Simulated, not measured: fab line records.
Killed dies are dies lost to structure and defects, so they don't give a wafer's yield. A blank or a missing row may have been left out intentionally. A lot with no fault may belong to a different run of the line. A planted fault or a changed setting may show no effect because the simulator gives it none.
Which of the tools did it? | flow sfq_line | 15 lots with 45 wafers sampled at 7 steps, on a route of 325 steps

WHAT THE GAUGES SHOWED, per wafer
No reading from a measuring or inspecting step in the record can be judged against a usual standard deviation.

EACH LOT AND THE TOOL THAT RAN IT (in order: tool; ch and the chambers of the sampled wafers; start)
lot  | SFQ_TRILAYER_M3_BARC_OPEN_METAL_ETCH_100 | SFQ_TRILAYER_M3_ETCH_METAL_ETCH_078 | SFQ_TRILAYER_I3_VIA_LITHO_EXPOSE_086 | SFQ_TRILAYER_I3_VIA_ETCH_VIA_ETCH_088 | SFQ_TRILAYER_JJ_TRILAYER_DEP_SPUTTER_110 | SFQ_TRILAYER_I6_METRO_MEASURE_167 | SFQ_TRILAYER_I7_VIA_BARC_OPEN_VIA_ETCH_260
L488 | rie_metal-01 ch 0,1, day 25 23:09        | rie_metal-01 ch 0,1, day 25 23:13   | krf_scanner-02 ch 0, day 32 07:45    | rie_diel-03 ch 0,3, day 32 09:08      | pvd_sputter-05, day 42 04:36             | film_metro-01, day 72 09:08       | rie_diel-01 ch 0,1,3, day 78 16:11
L489 | rie_metal-01 ch 0,1, day 26 05:10        | rie_metal-01 ch 0,1, day 26 05:15   | krf_scanner-02 ch 0, day 32 13:57    | rie_diel-04 ch 1,2,3, day 32 15:08    | pvd_sputter-04, day 42 05:48             | film_metro-04, day 72 12:55       | rie_diel-02 ch 0,1,3, day 78 18:35
L490 | rie_metal-02 ch 0,1, day 26 23:25        | rie_metal-02 ch 0,1, day 26 23:29   | krf_scanner-02 ch 0, day 33 14:55    | rie_diel-03 ch 0,1,3, day 33 16:17    | pvd_sputter-06, day 42 07:00             | film_metro-03, day 72 14:42       | rie_diel-03 ch 0,1,2, day 78 20:59
L491 | rie_metal-02 ch 0,1, day 27 10:34        | rie_metal-02 ch 0,1, day 27 10:37   | krf_scanner-02 ch 0, day 34 00:31    | rie_diel-04 ch 0,1,2, day 34 01:53    | pvd_sputter-05, day 42 08:12             | film_metro-01, day 72 16:08       | rie_diel-02 ch 0,1,2, day 78 23:23
L492 | rie_metal-01 ch 0,1, day 27 14:11        | rie_metal-01 ch 0,1, day 27 14:16   | krf_scanner-02 ch 0, day 34 05:31    | rie_diel-04 ch 2,3, day 34 06:51      | pvd_sputter-04, day 42 09:24             | film_metro-04, day 72 21:46       | rie_diel-03 ch 2,3, day 79 02:59
L495 | rie_metal-01 ch 0,1, day 30 07:28        | rie_metal-01 ch 0,1, day 30 07:32   | krf_scanner-02 ch 0, day 36 10:59    | rie_diel-01 ch 0,2,3, day 36 12:22    | pvd_sputter-05, day 43 16:31             | film_metro-04, day 73 08:59       | rie_diel-01 ch 0,2,3, day 82 12:25
L497 | rie_metal-04 ch 0,1, day 32 00:41        | rie_metal-04 ch 0,1, day 32 00:45   | krf_scanner-02 ch 0, day 39 01:40    | rie_diel-04 ch 0,2, day 39 03:14      | pvd_sputter-06, day 46 04:29             | film_metro-03, day 79 08:09       | rie_diel-03 ch 1,2,3, day 84 13:17
L498 | rie_metal-04 ch 0,1, day 32 17:31        | rie_metal-04 ch 0,1, day 32 17:35   | krf_scanner-02, day 39 14:04         | rie_diel-04 ch 1,2, day 39 15:14      | pvd_sputter-04, day 46 17:11             | film_metro-01, day 80 07:32       | rie_diel-03 ch 0,1,2, day 85 02:29
L499 | rie_metal-01 ch 1, day 33 00:45          | rie_metal-01 ch 1, day 33 00:56     | krf_scanner-02, day 39 21:28         | rie_diel-03 ch 0,3, day 39 22:26      | pvd_sputter-05, day 47 00:09             | film_metro-01, day 80 16:31       | rie_diel-03 ch 0,1,2, day 85 14:29
L500 | rie_metal-02 ch 0,1, day 33 17:27        | rie_metal-02 ch 0,1, day 33 17:31   | krf_scanner-01, day 40 17:23         | rie_diel-04 ch 0,2, day 40 18:58      | pvd_sputter-06, day 47 09:36             | film_metro-04, day 80 21:18       | rie_diel-01 ch 0,2, day 85 15:49
L502 | rie_metal-02 ch 0,1, day 34 04:15        | rie_metal-02 ch 0,1, day 34 04:19   | krf_scanner-02 ch 0, day 41 03:19    | rie_diel-04 ch 0,1,3, day 41 04:41    | pvd_sputter-04, day 53 12:23             | film_metro-04, day 81 08:22       | rie_diel-02 ch 1,2,3, day 89 21:11
L508 | rie_metal-01 ch 0,1, day 35 15:55        | rie_metal-01 ch 0,1, day 35 15:59   | krf_scanner-02 ch 0, day 42 13:00    | rie_diel-03 ch 0,1,3, day 42 14:35    | pvd_sputter-04, day 55 00:11             | film_metro-04, day 81 23:10       | rie_diel-02 ch 1,2,3, day 90 11:35
L509 | rie_metal-01 ch 0,1, day 36 00:19        | rie_metal-01 ch 0,1, day 36 00:24   | krf_scanner-01 ch 0, day 42 21:55    | rie_diel-03 ch 1,3, day 42 23:29      | pvd_sputter-05, day 55 13:48             | film_metro-03, day 82 00:58       | rie_diel-01 ch 0,2,3, day 90 13:59
L510 | rie_metal-02 ch 0,1, day 36 02:43        | rie_metal-02 ch 0,1, day 36 02:47   | krf_scanner-01 ch 0, day 43 02:43    | rie_diel-01 ch 1,2, day 43 04:17      | pvd_sputter-04, day 55 17:24             | film_metro-03, day 82 05:46       | rie_diel-03 ch 0,1,2, day 91 12:47
L511 | rie_metal-04 ch 0,1, day 37 00:19        | rie_metal-04 ch 0,1, day 37 00:23   | krf_scanner-01 ch 0, day 43 19:31    | rie_diel-04 ch 0,3, day 43 21:05      | pvd_sputter-04, day 56 06:36             | film_metro-01, day 82 09:22       | rie_diel-02 ch 0,2,3, day 91 13:59
- SFQ_TRILAYER_M3_BARC_OPEN_METAL_ETCH_100: etches BARC in O2, target depth 125 nm, time 41.7 s.
- SFQ_TRILAYER_M3_ETCH_METAL_ETCH_078: etches Nb in Cl2/Ar, stops on SiO2, target depth 240 nm, time 120 s.
- SFQ_TRILAYER_I3_VIA_LITHO_EXPOSE_086: exposes mask I3, target cd 500 nm.
- SFQ_TRILAYER_I3_VIA_ETCH_VIA_ETCH_088: etches SiO2 in CHF3, stops on Nb, target depth 260 nm.
- SFQ_TRILAYER_JJ_TRILAYER_DEP_SPUTTER_110: material Al, target thk 8 nm, time 10 s.
- SFQ_TRILAYER_I6_METRO_MEASURE_167
- SFQ_TRILAYER_I7_VIA_BARC_OPEN_VIA_ETCH_260: etches BARC in O2, target depth 125 nm, time 41.7 s.

AS READ BY THE TOOLS THEMSELVES (means over the sampled wafers that have a number; for cases with no such wafer, the mark the record gives instead)
SFQ_TRILAYER_M3_BARC_OPEN_METAL_ETCH_100. Usual: bias_w 80.00 W, standard deviation 0.23; chamber_pressure_mTorr 9.999 mTorr, standard deviation 0.0092; drypump_motor_current_A 5.9 A, standard deviation 0.66; oes_product_au 0.685 a.u., standard deviation 0.0046.
lot  | tool         | bias_w (W) | chamber_pressure_mTorr (mTorr) | drypump_motor_current_A (A) | oes_product_au (a.u.) | flag
L488 | rie_metal-01 | 80.17      | 9.995                          | 6.3                         | 0.686                 |
L489 | rie_metal-01 | 80.08      | 9.998                          | 6.4                         | 0.687                 |
L490 | rie_metal-02 | 79.81      | 10.007                         | 5.1                         | 0.685                 |
L491 | rie_metal-02 | 80.11      | 9.988                          | 5.1                         | 0.680                 |
L492 | rie_metal-01 | 80.04      | 9.989                          | 6.3                         | 0.688                 |
L495 | rie_metal-01 | 79.87      | 9.992                          | 6.4                         | 0.688                 |
L497 | rie_metal-04 | 80.17      | 10.006                         | 6.3                         | 0.687                 |
L498 | rie_metal-04 | -          | -                              | -                           | -                     | OFF
L499 | rie_metal-01 | -          | -                              | -                           | -                     | OFF
L500 | rie_metal-02 | -          | -                              | -                           | -                     | OFF
L502 | rie_metal-02 | 79.91      | 10.002                         | 4.8                         | 0.686                 |
L508 | rie_metal-01 | 80.05      | 9.996                          | 6.3                         | 0.684                 |
L509 | rie_metal-01 | 80.08      | 9.991                          | 6.4                         | 0.684                 |
L510 | rie_metal-02 | 79.87      | 10.000                         | 4.8                         | 0.683                 |
L511 | rie_metal-04 | 80.02      | 10.000                         | 5.9                         | 0.685                 |

SFQ_TRILAYER_M3_ETCH_METAL_ETCH_078. Usual: bias_w 80.00 W, standard deviation 0.26; chamber_pressure_mTorr 9.999 mTorr, standard deviation 0.009; drypump_motor_current_A 5.9 A, standard deviation 0.66; oes_product_au 0.895 a.u., standard deviation 0.0073.
lot  | tool         | bias_w (W) | chamber_pressure_mTorr (mTorr) | drypump_motor_current_A (A) | oes_product_au (a.u.) | flag
L488 | rie_metal-01 | 80.10      | 9.993                          | 6.3                         | 0.892                 |
L489 | rie_metal-01 | 80.33      | 10.007                         | 6.4                         | 0.897                 |
L490 | rie_metal-02 | 80.12      | 10.008                         | 5.0                         | 0.887                 |
L491 | rie_metal-02 | 80.12      | 10.007                         | 5.0                         | 0.886                 |
L492 | rie_metal-01 | 79.89      | 10.001                         | 6.4                         | 0.900                 |
L495 | rie_metal-01 | 79.68      | 9.995                          | 6.4                         | 0.897                 |
L497 | rie_metal-04 | 79.66      | 10.000                         | 6.3                         | 0.903                 |
L498 | rie_metal-04 | 80.07      | 9.999                          | 6.3                         | 0.375                 | OFF
L499 | rie_metal-01 | 79.95      | 10.000                         | 6.2                         | 0.377                 | OFF
L500 | rie_metal-02 | 79.81      | 10.001                         | 4.8                         | 0.373                 | OFF
L502 | rie_metal-02 | 79.79      | 10.000                         | 4.9                         | 0.894                 |
L508 | rie_metal-01 | 79.95      | 10.005                         | 6.3                         | 0.897                 |
L509 | rie_metal-01 | 79.98      | 9.996                          | 6.4                         | 0.884                 |
L510 | rie_metal-02 | 79.99      | 10.003                         | 4.8                         | 0.890                 |
L511 | rie_metal-04 | 80.41      | 10.002                         | 5.9                         | 0.899                 |

SFQ_TRILAYER_I3_VIA_LITHO_EXPOSE_086. Usual: exposure_dose_mJ_cm2 21.300, standard deviation 0.019; focus_offset_nm -0.1 nm, standard deviation 0.51.
lot  | tool           | exposure_dose_mJ_cm2 | focus_offset_nm (nm) | flag
L488 | krf_scanner-02 | 21.326               | -0.1                 |
L489 | krf_scanner-02 | 21.302               | 0.1                  |
L490 | krf_scanner-02 | 21.288               | 0.3                  |
L491 | krf_scanner-02 | 21.269               | -0.0                 |
L492 | krf_scanner-02 | 21.290               | 0.4                  |
L495 | krf_scanner-02 | 21.286               | -0.2                 |
L497 | krf_scanner-02 | 21.320               | 0.5                  |
L498 | krf_scanner-02 | -                    | -                    | OFF
L499 | krf_scanner-02 | -                    | -                    | OFF
L500 | krf_scanner-01 | -                    | -                    | OFF
L502 | krf_scanner-02 | 21.308               | -0.6                 |
L508 | krf_scanner-02 | 21.317               | 0.3                  |
L509 | krf_scanner-01 | 21.290               | 0.2                  |
L510 | krf_scanner-01 | 21.286               | -0.5                 |
L511 | krf_scanner-01 | 21.320               | -0.0                 |

SFQ_TRILAYER_I3_VIA_ETCH_VIA_ETCH_088. Usual: bias_w 80.00 W, standard deviation 0.22; chamber_pressure_mTorr 30.001 mTorr, standard deviation 0.03; drypump_motor_current_A 5.6 A, standard deviation 0.38; oes_product_au 0.856 a.u., standard deviation 0.0058.
lot  | tool        | bias_w (W) | chamber_pressure_mTorr (mTorr) | drypump_motor_current_A (A) | oes_product_au (a.u.) | flag
L488 | rie_diel-03 | 80.04      | 29.978                         | 5.4                         | 0.854                 |
L489 | rie_diel-04 | 80.00      | 29.986                         | 5.6                         | 0.862                 |
L490 | rie_diel-03 | 80.30      | 30.022                         | 5.6                         | 0.859                 |
L491 | rie_diel-04 | 80.24      | 29.986                         | 5.4                         | 0.849                 |
L492 | rie_diel-04 | 79.80      | 30.012                         | 5.7                         | 0.850                 |
L495 | rie_diel-01 | 79.90      | 30.016                         | 5.6                         | 0.859                 |
L497 | rie_diel-04 | 79.94      | 29.997                         | 5.3                         | 0.855                 |
L498 | rie_diel-04 | 80.03      | 30.005                         | 5.7                         | 0.379                 | OFF
L499 | rie_diel-03 | 79.72      | 30.034                         | 5.6                         | 0.378                 | OFF
L500 | rie_diel-04 | 79.94      | 30.027                         | 5.7                         | 0.374                 | OFF
L502 | rie_diel-04 | 80.10      | 30.000                         | 5.3                         | 0.847                 |
L508 | rie_diel-03 | 79.99      | 29.997                         | 5.6                         | 0.858                 |
L509 | rie_diel-03 | 79.84      | 30.008                         | 5.3                         | 0.858                 |
L510 | rie_diel-01 | 80.05      | 30.023                         | 5.8                         | 0.854                 |
L511 | rie_diel-04 | 79.85      | 30.013                         | 5.4                         | 0.852                 |

SFQ_TRILAYER_JJ_TRILAYER_DEP_SPUTTER_110. Usual: cathode_dc_power_W 500.00 W, standard deviation 0.089; throttle_valve_pct 29.9 %, standard deviation 1.
lot  | tool           | cathode_dc_power_W (W) | throttle_valve_pct (%) | flag
L488 | pvd_sputter-05 | 500.08                 | 30.9                   |
L489 | pvd_sputter-04 | 499.94                 | 28.8                   |
L490 | pvd_sputter-06 | 500.01                 | 29.4                   |
L491 | pvd_sputter-05 | 499.96                 | 30.5                   |
L492 | pvd_sputter-04 | 500.04                 | 29.1                   |
L495 | pvd_sputter-05 | 500.07                 | 29.9                   |
L497 | pvd_sputter-06 | 499.95                 | 29.5                   |
L498 | pvd_sputter-04 | 499.98                 | 29.9                   |
L499 | pvd_sputter-05 | 500.02                 | 29.7                   |
L500 | pvd_sputter-06 | 499.95                 | 29.3                   |
L502 | pvd_sputter-04 | 500.05                 | 29.2                   |
L508 | pvd_sputter-04 | 500.06                 | 29.0                   |
L509 | pvd_sputter-05 | 499.94                 | 30.6                   |
L510 | pvd_sputter-04 | 499.94                 | 30.5                   |
L511 | pvd_sputter-04 | 500.01                 | 30.0                   |

SFQ_TRILAYER_I6_METRO_MEASURE_167. Usual: thk_nm at 200.3 nm, with a standard deviation of 1.1.
lot  | tool          | thk_nm (nm) | flag
L488 | film_metro-01 | 199.6       |
L489 | film_metro-04 | 199.6       |
L490 | film_metro-03 | 200.5       |
L491 | film_metro-01 | 199.9       |
L492 | film_metro-04 | 200.3       |
L495 | film_metro-04 | 199.9       |
L497 | film_metro-03 | 200.2       |
L498 | film_metro-01 | 200.6       |
L499 | film_metro-01 | 199.8       |
L500 | film_metro-04 | 199.7       |
L502 | film_metro-04 | 199.5       |
L508 | film_metro-04 | 201.3       |
L509 | film_metro-03 | 199.8       |
L510 | film_metro-03 | 201.3       |
L511 | film_metro-01 | 200.9       |

SFQ_TRILAYER_I7_VIA_BARC_OPEN_VIA_ETCH_260. Usual: bias_w 79.99 W, standard deviation 0.26; chamber_pressure_mTorr 30.002 mTorr, standard deviation 0.025; drypump_motor_current_A 5.7 A, standard deviation 0.34; oes_product_au 0.685 a.u., standard deviation 0.0045.
lot  | tool        | bias_w (W) | chamber_pressure_mTorr (mTorr) | drypump_motor_current_A (A) | oes_product_au (a.u.) | flag
L488 | rie_diel-01 | 79.85      | 29.997                         | 5.7                         | 0.683                 |
L489 | rie_diel-02 | 80.15      | 29.995                         | 5.4                         | 0.687                 |
L490 | rie_diel-03 | 79.83      | 29.999                         | 5.7                         | 0.680                 |
L491 | rie_diel-02 | 79.92      | 30.012                         | 5.8                         | 0.687                 |
L492 | rie_diel-03 | 80.12      | 29.995                         | 5.4                         | 0.687                 |
L495 | rie_diel-01 | 80.16      | 29.995                         | 5.6                         | 0.686                 |
L497 | rie_diel-03 | 79.90      | 30.002                         | 5.5                         | 0.689                 |
L498 | rie_diel-03 | 79.89      | 30.002                         | 5.8                         | 0.689                 |
L499 | rie_diel-03 | 79.87      | 29.997                         | 5.8                         | 0.686                 |
L500 | rie_diel-01 | 80.11      | 29.994                         | 5.5                         | 0.686                 |
L502 | rie_diel-02 | 80.09      | 30.008                         | 5.7                         | 0.682                 |
L508 | rie_diel-02 | 80.16      | 30.001                         | 5.7                         | 0.685                 |
L509 | rie_diel-01 | 80.12      | 29.997                         | 5.6                         | 0.684                 |
L510 | rie_diel-03 | 80.12      | 29.977                         | 5.7                         | 0.689                 |
L511 | rie_diel-02 | 79.89      | 30.015                         | 5.7                         | 0.687                 |

THE ANSWER, worked out from the rows above alone
Rule: lot off if the mean of its wafers having a number is beyond 3 standard deviations from the usual mean. Also off: a lot with no number at a reading for which 4 or more lots have one. The other lots that the step has rows for count as sound. After the gauges, taken in route order, come the tools' own readings; for these a lot's mean is taken, as printed above. The first step at which some lot is off is used, and at that step the reading that is off furthest; a lot without a number counts as furthest.
Off: L498, L499, L500 (SFQ_TRILAYER_M3_BARC_OPEN_METAL_ETCH_100, bias_w). Without a number there: L498, L499, L500.
If a tool, at that step or one of the process steps before it, ran each lot that is off and ran no sound lot following the first of them, it fits. Not one of the candidates tried fits.

WHAT THE SIMULATOR HAD INSERTED
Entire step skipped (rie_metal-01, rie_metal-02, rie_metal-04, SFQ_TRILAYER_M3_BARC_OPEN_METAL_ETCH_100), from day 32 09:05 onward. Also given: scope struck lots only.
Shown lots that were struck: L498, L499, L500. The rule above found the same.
